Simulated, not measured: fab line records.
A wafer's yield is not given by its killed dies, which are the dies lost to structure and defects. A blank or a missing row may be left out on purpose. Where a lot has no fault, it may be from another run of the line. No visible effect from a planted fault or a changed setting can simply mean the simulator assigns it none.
fab line records	flow sfq-line	part 1 of 2: steps 1 to 27 of 36
record lots=5	wafers=15	last-day=91
route steps=325 shown M0@37 I0@43 M1@58 I1@73
lots untouched by any fault: they come from a run of this same line in which no faults occurred
start-h: hours from the record's first day to the start of the lot's first wafer shown	wait-h: hours elapsed since this lot's preceding step	" the same as in the row above	L1.1+2: several wafers, shown together as one row	- no value, or no start given	* or withheld: withheld	< > ~ a bound
route shown NAME@n: a module of which the file shows steps, and the number in the route of the first	usual: mean/standard deviation of fault-free wafers	same: alike in all rows	chamber/n: place in a boat	sites: readings site by site	_std_site: the standard deviation of these	_edge_site: the outer-site mean with the inner-site mean subtracted	radius-mm: how far each site lies from the wafer's centre	mask NAME#n: copy n	behind: the tool/chamber that last shaped the wafer	hold: cause of the lot's hold/its duration in hours/its outcome	device: which transistor (n, p or np) failed to switch	end of line: tests of these same wafers at the route's end	a step given without rows: its recipe and nothing more	killed: dies lost to structure and defects at the first sort, not the wafer's yield	map: a wafer's dies, marking killed ones x, the rest . and places with no die _
set.NAME: the run value of the setting; set.NAME@STEP: its run value at that earlier step	model.NAME: the simulator's own value behind a step, which no gauge read
lots at some steps of the route; a table a step, a row a wafer
services: a tool's chamber out of use, with start hour (start-h, from the record's first day; less than 0 if before it), hours out, and reason
## steps
# step SFQ_TRILAYER_M0_LITHO_DEVELOP_023
# recipe time-s=60	resist=KrF
lot.wafer	tool	chamber	start-h	wait-h
L075.2+3+5	litho-track-03	0	122.76	0.1
L076.1+2+6	litho-track-03	0	128.74	0.1
L078.2+3+5	litho-track-03	0	139.56	0.1
L094.1+4+6	litho-track-03	0	238.55	0.1
L096.3+4+5	litho-track-04	0	251.80	0.1
# step SFQ_M0_OVL_MEAS_906
# usual M0_OVL=-3/6.3
lot.wafer	tool	chamber	start-h	wait-h	M0_OVL[nm]
L075.2	overlay-01	-	122.90	0.1	-2
L075.3	"	-	"	"	-12
L075.5	"	-	"	"	-10
L076.1	overlay-02	-	128.89	0.1	5
L076.2	"	-	"	"	-2
L076.6	"	-	"	"	-5
L078.2	overlay-02	-	139.70	0.1	-6
L078.3	"	-	"	"	-3
L078.5	"	-	"	"	-6
L094.1	overlay-02	-	238.70	0.1	1
L094.4	"	-	"	"	0
L094.6	"	-	"	"	1
L096.3	overlay-02	-	251.91	0.1	-8
L096.4	"	-	"	"	-2
L096.5	"	-	"	"	-5
# step SFQ_TRILAYER_M0_BARC_OPEN_METAL_ETCH_031
# recipe mask-material=PR	chemistry=O2	target-depth-nm=125	target=BARC	icp-w=600	bias-w=80	pressure-mtorr=10	time-s=41.7
# usual bias-w=79.97/0.26	drypump-motor-current-A=5.4/0.46	oes-product-au=0.685/0.0046
lot.wafer	tool	chamber	start-h	wait-h	bias-w	drypump-motor-current-A	oes-product-au	rf-hours-counter-h
L075.2	rie-metal-01	1	122.93	0.0	80.25	5.0	0.687	10
L075.3	"	0	"	"	80.29	5.8	0.680	-
L075.5	"	0	"	"	80.06	5.8	0.686	-
L076.1	rie-metal-03	0	128.93	0.0	80.10	5.7	0.687	99
L076.2	"	1	"	"	79.56	4.9	0.694	107
L076.6	"	0	"	"	80.21	5.6	0.691	-
L078.2	rie-metal-03	1	139.73	0.0	79.80	4.9	0.693	110
L078.3	"	0	"	"	79.90	5.6	0.689	-
L078.5	"	1	"	"	79.81	4.9	0.684	-
L094.1	rie-metal-04	0	238.73	0.0	80.29	5.0	0.682	60
L094.4	"	1	"	"	80.34	6.2	0.681	-
L094.6	"	1	"	"	80.07	6.2	0.683	-
L096.3	rie-metal-03	0	251.95	0.0	80.12	5.6	0.678	-
L096.4	"	1	"	"	79.44	4.9	0.686	-
L096.5	"	0	"	"	79.87	5.6	0.690	-
# step SFQ_TRILAYER_M0_ETCH_METAL_ETCH_024
# recipe target=Nb	stop-on=SiO2	mask-material=PR	chemistry=Cl2/Ar	target-depth-nm=240	icp-w=600	bias-w=80	pressure-mtorr=10	time-s=120
# usual bias-w=80.04/0.29	drypump-motor-current-A=5.4/0.45	oes-product-au=0.894/0.0064
lot.wafer	tool	chamber	start-h	wait-h	bias-w	drypump-motor-current-A	oes-product-au	rf-hours-counter-h
L075.2	rie-metal-01	1	122.99	0.0	79.86	5.0	0.894	10
L075.3	"	0	"	"	80.17	5.8	0.892	-
L075.5	"	0	"	"	80.48	5.8	0.883	-
L076.1	rie-metal-03	0	128.99	0.0	79.79	5.6	0.894	99
L076.2	"	1	"	"	80.28	4.9	0.890	107
L076.6	"	0	"	"	80.14	5.6	0.890	-
L078.2	rie-metal-03	1	139.79	0.0	79.53	4.9	0.890	110
L078.3	"	0	"	"	80.03	5.7	0.880	-
L078.5	"	1	"	"	79.56	4.9	0.890	-
L094.1	rie-metal-04	0	238.79	0.0	80.16	5.0	0.901	60
L094.4	"	1	"	"	79.67	6.2	0.890	-
L094.6	"	1	"	"	79.94	6.2	0.888	-
L096.3	rie-metal-03	0	252.03	0.1	80.42	5.6	0.885	-
L096.4	"	1	"	"	80.01	4.9	0.893	-
L096.5	"	0	"	"	79.91	5.6	0.893	-
# step SFQ_TRILAYER_M0_STRIP_STRIP_025
# recipe gas=O2	power-w=200	platen-temp-c=40	overash-fraction=0.65	chemistry=O2	pressure-mtorr=50
# usual drypump-motor-current-A=5.4/0.45	oes-product-au=1.004/0.0088
lot.wafer	tool	chamber	start-h	wait-h	drypump-motor-current-A	oes-product-au	rf-hours-counter-h
L075.2	rie-metal-01	1	123.11	0.1	5.0	1.013	10
L075.3	"	0	"	"	5.8	1.007	-
L075.5	"	0	"	"	5.8	1.008	-
L076.1	rie-metal-03	0	129.11	0.1	5.7	0.998	99
L076.2	"	1	"	"	4.9	0.999	107
L076.6	"	0	"	"	5.7	0.995	-
L078.2	rie-metal-03	1	139.91	0.1	5.0	0.990	110
L078.3	"	0	"	"	5.7	1.010	-
L078.5	"	1	"	"	4.9	1.003	-
L094.1	rie-metal-04	0	238.92	0.1	5.0	0.999	60
L094.4	"	1	"	"	6.2	1.009	-
L094.6	"	1	"	"	6.1	1.012	-
L096.3	rie-metal-03	0	252.32	0.2	5.6	1.001	-
L096.4	"	1	"	"	5.0	1.002	-
L096.5	"	0	"	"	5.6	1.007	-
# step SFQ_TRILAYER_M0_STRIP_SOLV_CLEAN_026
# recipe chemistry=NMP	temp-c=70	time-s=600
# usual bath-guard-temp-C=70.2/0.6
lot.wafer	tool	chamber	start-h	wait-h	bath-guard-temp-C
L075.2	wet-bench-02	1	123.71	0.4	70.7
L075.3	"	3	"	"	70.7
L075.5	"	0	"	"	69.1
L076.1	wet-bench-04	5	129.71	0.4	69.1
L076.2	"	3	"	"	71.3
L076.6	"	4	"	"	69.6
L078.2	wet-bench-04	4	140.51	0.4	69.3
L078.3	"	5	"	"	68.9
L078.5	"	7	"	"	69.6
L094.1	wet-bench-01	7	239.52	0.4	70.4
L094.4	"	6	"	"	70.2
L094.6	"	1	"	"	70.0
L096.3	wet-bench-04	4	252.72	0.2	69.6
L096.4	"	3	"	"	71.0
L096.5	"	0	"	"	69.4
# step SFQ_TRILAYER_I0_DEP_PECVD_027
# recipe material=SiO2	temp-c=150	time-s=111.11	pressure-torr=2.4	rf-w=183.3	precursor=SiH4/N2O	target-thk-nm=500
# usual chamber-pressure-Torr=2.400/0.0047	heater-power-w=83/12	showerhead-vpp-V=841/61	throttle-valve-pct=24.6/1.2
lot.wafer	tool	chamber	start-h	wait-h	chamber-pressure-Torr	heater-power-w	showerhead-vpp-V	since-wet-clean-h	throttle-valve-pct
L075.2	pecvd-01	0	123.89	0.0	2.399	82	778	669	26.4
L075.3	"	1	"	"	2.402	82	787	669	23.8
L075.5	"	2	"	"	2.403	109	788	-	22.9
L076.1	pecvd-01	1	129.89	0.0	2.400	82	788	675	23.7
L076.2	"	2	"	"	2.398	106	782	675	22.9
L076.6	"	0	"	"	2.398	72	769	-	26.4
L078.2	pecvd-01	0	140.70	0.0	2.400	80	764	685	26.5
L078.3	"	2	"	"	2.391	109	790	685	22.8
L078.5	"	1	"	"	2.402	84	783	-	23.4
L094.1	pecvd-02	2	239.69	0.0	2.405	100	892	401	24.3
L094.4	"	1	"	"	2.407	76	931	-	23.6
L094.6	"	0	"	"	2.398	77	892	-	24.7
L096.3	pecvd-02	2	252.89	0.0	2.397	95	894	414	24.0
L096.4	"	2	"	"	2.397	97	884	-	24.3
L096.5	"	0	"	"	2.403	78	889	-	24.7
# step SFQ_TRILAYER_I0_CMP_CMP_028
# recipe material=SiO2	down-force-psi=3	platen-rpm=60	pad-velocity-m-s=0.94248
# usual motor-current-A=10.3/1.4	time-to-endpoint-s=215/7.9
lot.wafer	tool	chamber	start-h	wait-h	motor-current-A	time-to-endpoint-s
L075.2	cmp-01	1	135.83	11.9	7.6	215
L075.3	"	0	137.33	13.4	12.9	199
L075.5	"	1	"	"	7.8	230
L076.1	cmp-02	3	139.95	10.0	8.6	210
L076.2	"	1	140.95	11.0	10.0	217
L076.6	"	3	141.95	12.0	8.6	223
L078.2	cmp-01	0	151.33	10.6	12.5	209
L078.3	"	2	152.33	11.6	10.8	222
L078.5	"	3	"	"	10.6	211
L094.4	cmp-02	2	243.79	4.0	11.8	218
L094.1	"	1	245.29	5.6	10.0	205
L094.6	"	2	"	"	11.2	220
L096.3	cmp-01	1	256.10	3.2	7.3	219
L096.4	"	2	"	"	10.9	207
L096.5	"	0	257.60	4.6	12.2	203
# step SFQ_I0_BOW_MEAS_907
# recipe mode=bow
# usual I0_BOW=2/6.3
lot.wafer	tool	chamber	start-h	wait-h	I0_BOW[um]
L075.2	film-metro-02	-	138.85	2.5	-5
L075.3	"	-	"	"	8
L075.5	"	-	"	"	-2
L076.1	film-metro-02	-	142.45	2.0	-1
L076.2	"	-	"	"	-10
L076.6	"	-	"	"	0
L078.2	film-metro-02	-	153.85	2.0	-6
L078.3	"	-	"	"	-5
L078.5	"	-	"	"	5
L094.1	film-metro-03	-	246.79	1.0	5
L094.4	"	-	"	"	1
L094.6	"	-	"	"	-3
L096.3	film-metro-02	-	258.64	2.0	9
L096.4	"	-	"	"	9
L096.5	"	-	"	"	-1
# step SFQ_TRILAYER_I0_METRO_MEASURE_029
# usual thk-nm=199.9/1
lot.wafer	tool	chamber	start-h	wait-h	thk-nm
L075.2	film-metro-02	-	139.15	0.3	201.6
L075.3	"	-	"	"	200.1
L075.5	"	-	"	"	201.1
L076.1	film-metro-02	-	142.57	0.1	198.3
L076.2	"	-	"	"	199.5
L076.6	"	-	"	"	199.6
L078.2	film-metro-02	-	154.15	0.3	199.2
L078.3	"	-	"	"	200.0
L078.5	"	-	"	"	200.2
L094.1	film-metro-03	-	246.91	0.1	199.2
L094.4	"	-	"	"	200.5
L094.6	"	-	"	"	200.8
L096.3	film-metro-02	-	259.12	0.5	201.5
L096.4	"	-	"	"	200.6
L096.5	"	-	"	"	200.6
# step SFQ_TRILAYER_I0_VIA_LITHO_COAT_036
# recipe resist=BARC	spin-rpm=3000	resist-thk-nm=62
lot.wafer	tool	chamber	start-h	wait-h
L075.2+3+5	litho-track-03	0	140.20	0.8
L076.1+2+6	litho-track-04	0	143.77	1.0
L078.2+3+5	litho-track-01	0	155.20	0.8
L094.1+4+6	litho-track-03	0	248.32	1.2
L096.3+4+5	litho-track-04	0	260.02	0.7
# step SFQ_TRILAYER_I0_VIA_LITHO_COAT_031
# recipe resist=KrF	spin-rpm=3000	resist-thk-nm=650
lot.wafer	tool	chamber	start-h	wait-h
L075.2+3+5	litho-track-03	0	140.50	0.2
L076.1+2+6	litho-track-04	0	144.07	0.2
L078.2+3+5	litho-track-01	0	155.50	0.2
L094.1+4+6	litho-track-03	0	248.62	0.2
L096.3+4+5	litho-track-04	0	260.32	0.2
# step SFQ_TRILAYER_I0_VIA_LITHO_SOFTBAKE_035
# recipe temp-c=withheld	time-s=withheld	resist=KrF
lot.wafer	tool	chamber	start-h	wait-h
L075.2+3+5	litho-track-03	0	140.77	0.2
L076.1+2+6	litho-track-04	0	144.37	0.2
L078.2+3+5	litho-track-01	0	155.77	0.2
L094.1+4+6	litho-track-03	0	248.92	0.2
L096.3+4+5	litho-track-04	0	260.57	0.2
# step SFQ_TRILAYER_I0_VIA_LITHO_EXPOSE_032
# recipe mask-id=I0	na=0.6	source-shape=conventional	sigma-outer=0.65	target-cd-nm=500	dose-mj=21.3
lot.wafer	tool	chamber	start-h	wait-h	mask
L075.2+3+5	krf-scanner-02	0	226.62	-	I0#0
L076.1+2+6	krf-scanner-02	0	232.42	-	I0#0
L078.2+3+5	krf-scanner-02	0	245.82	-	I0#0
L094.1+4+6	krf-scanner-02	0	369.51	-	I0#0
L096.3+4+5	krf-scanner-02	0	385.61	-	I0#0
# step SFQ_TRILAYER_I0_VIA_LITHO_PEB_034
# recipe peb-temp-c=115	peb-time-s=60	resist=KrF
# usual plate-temp-C=115.02/0.15
lot.wafer	tool	chamber	start-h	wait-h	plate-temp-C
L075.2	litho-track-04	0	227.64	0.8	114.99
L075.3	"	0	"	"	115.08
L075.5	"	0	"	"	115.02
L076.1	litho-track-03	0	233.62	1.0	114.75
L076.2	"	0	"	"	114.84
L076.6	"	0	"	"	115.04
L078.2	litho-track-01	0	246.84	0.8	114.97
L078.3	"	0	"	"	114.99
L078.5	"	0	"	"	115.04
L094.1	litho-track-04	0	370.71	1.0	115.21
L094.4	"	0	"	"	115.05
L094.6	"	0	"	"	115.25
L096.3	litho-track-03	0	386.46	0.7	115.14
L096.4	"	0	"	"	115.01
L096.5	"	0	"	"	114.90
# step SFQ_TRILAYER_I0_VIA_LITHO_DEVELOP_033
# recipe time-s=60	resist=KrF
lot.wafer	tool	chamber	start-h	wait-h
L075.2+3+5	litho-track-04	0	227.79	0.1
L076.1+2+6	litho-track-03	0	233.77	0.1
L078.2+3+5	litho-track-01	0	246.99	0.1
L094.1+4+6	litho-track-04	0	370.86	0.1
L096.3+4+5	litho-track-03	0	386.61	0.1
# step SFQ_I0_OVL_MEAS_908
# usual I0_OVL=-2/5.2
lot.wafer	tool	chamber	start-h	wait-h	I0_OVL[nm]
L075.2	overlay-02	-	227.92	0.1	-1
L075.3	"	-	"	"	-2
L075.5	"	-	"	"	-5
L076.1	overlay-01	-	233.92	0.1	0
L076.2	"	-	"	"	-1
L076.6	"	-	"	"	-5
L078.2	overlay-02	-	247.12	0.1	2
L078.3	"	-	"	"	5
L078.5	"	-	"	"	2
L094.1	overlay-01	-	371.01	0.1	0
L094.4	"	-	"	"	5
L094.6	"	-	"	"	3
L096.3	overlay-01	-	386.72	0.1	-1
L096.4	"	-	"	"	5
L096.5	"	-	"	"	-3
# step SFQ_TRILAYER_I0_VIA_BARC_OPEN_VIA_ETCH_046
# recipe mask-material=PR	chemistry=O2	target-depth-nm=125	target=BARC	source-w=500	bias-w=80	pressure-mtorr=30	time-s=41.7
# usual bias-w=80.01/0.23	drypump-motor-current-A=5.6/0.53	oes-product-au=0.685/0.0043
lot.wafer	tool	chamber	start-h	wait-h	bias-w	drypump-motor-current-A	oes-product-au	rf-hours-counter-h
L075.2	rie-diel-01	3	227.95	0.0	80.57	5.8	0.677	96
L075.3	"	1	"	"	79.78	4.9	0.692	21
L075.5	"	2	"	"	79.91	5.8	0.689	-
L076.1	rie-diel-01	2	233.95	0.0	79.44	5.8	0.679	14
L076.2	"	1	"	"	79.68	4.9	0.685	21
L076.6	"	0	"	"	79.89	6.4	0.689	-
L078.2	rie-diel-01	1	247.15	0.0	80.15	4.9	0.689	21
L078.3	"	2	"	"	79.77	5.8	0.688	14
L078.5	"	0	"	"	80.21	6.4	0.684	-
L094.1	rie-diel-01	0	371.04	0.0	79.62	6.4	0.694	97
L094.4	"	3	"	"	79.98	5.8	0.682	98
L094.6	"	0	"	"	79.69	6.4	0.684	-
L096.3	rie-diel-02	1	386.74	0.0	80.35	5.4	0.691	26
L096.4	"	2	"	"	80.01	5.7	0.683	111
L096.5	"	1	"	"	80.12	5.4	0.689	-
# step SFQ_TRILAYER_I0_VIA_ETCH_VIA_ETCH_034
# recipe target=SiO2	stop-on=Nb	mask-material=PR	taper-deg=20	chemistry=CHF3	target-depth-nm=260	source-w=500	bias-w=80	pressure-mtorr=30	time-s=withheld
# usual bias-w=80.00/0.26	drypump-motor-current-A=5.6/0.53	oes-product-au=0.854/0.0048
lot.wafer	tool	chamber	start-h	wait-h	bias-w	drypump-motor-current-A	oes-product-au
L075.2	rie-diel-01	3	227.99	0.0	80.37	5.8	0.858
L075.3	"	1	"	"	79.73	4.9	0.848
L075.5	"	2	"	"	80.06	5.8	0.865
L076.1	rie-diel-01	2	233.99	0.0	79.69	5.8	0.850
L076.2	"	1	"	"	80.40	4.9	0.858
L076.6	"	0	"	"	80.23	6.4	0.855
L078.2	rie-diel-01	1	247.19	0.0	79.95	4.9	0.855
L078.3	"	2	"	"	80.20	5.8	0.851
L078.5	"	0	"	"	79.95	6.4	0.854
L094.1	rie-diel-01	0	371.08	0.0	79.62	6.4	0.851
L094.4	"	3	"	"	79.84	5.8	0.854
L094.6	"	0	"	"	79.65	6.4	0.852
L096.3	rie-diel-02	1	386.78	0.0	79.74	5.4	0.853
L096.4	"	2	"	"	79.65	5.7	0.855
L096.5	"	1	"	"	79.99	5.4	0.860
# step SFQ_TRILAYER_I0_VIA_STRIP_STRIP_035
# recipe gas=O2	power-w=200	platen-temp-c=40	overash-fraction=0.65	chemistry=O2	pressure-mtorr=50
# usual drypump-motor-current-A=5.3/0.44	oes-product-au=1.002/0.009
lot.wafer	tool	chamber	start-h	wait-h	drypump-motor-current-A	oes-product-au	rf-hours-counter-h
L075.2	rie-metal-02	0	228.11	-	5.8	1.019	81
L075.3	"	0	"	"	5.8	1.013	-
L075.5	"	0	"	"	5.8	1.010	-
L076.1	rie-metal-03	0	234.11	-	5.6	0.999	119
L076.2	"	1	"	"	4.9	0.988	128
L076.6	"	1	"	"	4.9	0.988	-
L078.2	rie-metal-02	1	247.31	-	4.8	1.002	27
L078.3	"	0	"	"	5.8	1.020	-
L078.5	"	1	"	"	4.8	1.000	-
L094.1	rie-metal-03	1	371.20	-	4.9	0.988	150
L094.4	"	0	"	"	5.7	0.999	-
L094.6	"	0	"	"	5.6	0.998	-
L096.3	rie-metal-03	0	387.10	-	5.6	1.010	-
L096.4	"	1	"	"	4.9	0.996	-
L096.5	"	1	"	"	4.9	0.997	-
# step SFQ_TRILAYER_I0_VIA_STRIP_SOLV_CLEAN_036
# recipe chemistry=NMP	temp-c=70	time-s=600
# usual bath-guard-temp-C=70.2/0.53
lot.wafer	tool	chamber	start-h	wait-h	bath-guard-temp-C
L075.2	wet-bench-01	5	228.71	0.4	70.1
L075.3	"	0	"	"	70.5
L075.5	"	4	"	"	70.3
L076.1	wet-bench-01	2	234.71	0.4	70.4
L076.2	"	5	"	"	70.1
L076.6	"	0	"	"	70.6
L078.2	wet-bench-01	7	247.91	0.4	70.3
L078.3	"	6	"	"	69.8
L078.5	"	3	"	"	70.3
L094.1	wet-bench-02	4	371.80	0.4	70.8
L094.4	"	1	"	"	70.8
L094.6	"	6	"	"	69.9
L096.3	wet-bench-02	4	387.50	0.2	70.8
L096.4	"	6	"	"	70.1
L096.5	"	1	"	"	70.7
# step SFQ_TRILAYER_M1_DEP_PRE_CLEAN_038
# recipe gas=Ar	time-s=22.5	bias-v=250
lot.wafer	tool	chamber	start-h	wait-h
L075.2+3+5	pvd-sputter-04	-	228.88	0.0
L076.1+2+6	pvd-sputter-03	-	234.88	0.0
L078.2+3+5	pvd-sputter-03	-	248.10	0.0
L094.1+4+6	pvd-sputter-06	-	371.97	0.0
L096.3+4+5	pvd-sputter-03	-	387.67	0.0
# step SFQ_TRILAYER_M1_DEP_SPUTTER_037
# recipe material=Nb	base-pressure-pa=1.33e-06	chamber-pressure-pa=0.1333	substrate-temp-c=20	resputter-cathode-voltage-v=400	target-thk-nm=200	power-w=2000	time-s=133.3
# usual throttle-valve-pct=29.3/0.58
lot.wafer	tool	chamber	start-h	wait-h	throttle-valve-pct
L075.2	pvd-sputter-04	-	228.91	0.0	29.3
L075.3	"	-	"	"	28.8
L075.5	"	-	"	"	27.9
L076.1	pvd-sputter-03	-	234.91	0.0	28.6
L076.2	"	-	"	"	29.0
L076.6	"	-	"	"	29.3
L078.2	pvd-sputter-03	-	248.13	0.0	29.9
L078.3	"	-	"	"	29.6
L078.5	"	-	"	"	29.2
L094.1	pvd-sputter-06	-	372.00	0.0	29.8
L094.4	"	-	"	"	29.6
L094.6	"	-	"	"	29.8
L096.3	pvd-sputter-03	-	387.70	0.0	29.5
L096.4	"	-	"	"	29.0
L096.5	"	-	"	"	29.0
# step SFQ_M1_RS_MEAS_909
# recipe thk-meas-gauge=four-point-probe	reads=Nb_of_TRILAYER_M1_DEP_SPUTTER_037
# usual M1_NB_RS=0.893/0.01
lot.wafer	tool	chamber	start-h	wait-h	M1_NB_RS[ohm/sq]
L075.2	film-metro-04	-	229.02	0.1	0.886
L075.3	"	-	"	"	0.885
L075.5	"	-	"	"	0.885
L076.1	film-metro-04	-	235.00	0.0	0.908
L076.2	"	-	"	"	0.894
L076.6	"	-	"	"	0.890
L078.2	film-metro-01	-	248.24	0.1	0.890
L078.3	"	-	"	"	0.879
L078.5	"	-	"	"	0.867
L094.1	film-metro-02	-	372.09	0.0	0.917
L094.4	"	-	"	"	0.905
L094.6	"	-	"	"	0.913
L096.3	film-metro-04	-	387.83	0.1	0.894
L096.4	"	-	"	"	0.894
L096.5	"	-	"	"	0.896
# step SFQ_TRILAYER_M1_LITHO_COAT_044
# recipe resist=BARC	spin-rpm=3000	resist-thk-nm=62
lot.wafer	tool	chamber	start-h	wait-h
L075.2+3+5	litho-track-04	0	229.23	0.1
L076.1+2+6	litho-track-01	0	235.18	0.1
L078.2+3+5	litho-track-02	0	248.51	0.2
L094.1+4+6	litho-track-02	0	372.27	0.1
L096.3+4+5	litho-track-04	0	388.07	0.1
# step SFQ_TRILAYER_M1_LITHO_COAT_039
# recipe resist=KrF	spin-rpm=3000	resist-thk-nm=600
lot.wafer	tool	chamber	start-h	wait-h
L075.2+3+5	litho-track-04	0	229.53	0.2
L076.1+2+6	litho-track-01	0	235.48	0.2
L078.2+3+5	litho-track-02	0	248.81	0.2
L094.1+4+6	litho-track-02	0	372.57	0.2
L096.3+4+5	litho-track-04	0	388.37	0.2
# step SFQ_TRILAYER_M1_LITHO_SOFTBAKE_043
# recipe temp-c=withheld	time-s=withheld	resist=KrF
lot.wafer	tool	chamber	start-h	wait-h
L075.2+3+5	litho-track-04	0	229.81	0.2
L076.1+2+6	litho-track-01	0	235.78	0.2
L078.2+3+5	litho-track-02	0	249.08	0.2
L094.1+4+6	litho-track-02	0	372.87	0.2
L096.3+4+5	litho-track-04	0	388.62	0.2
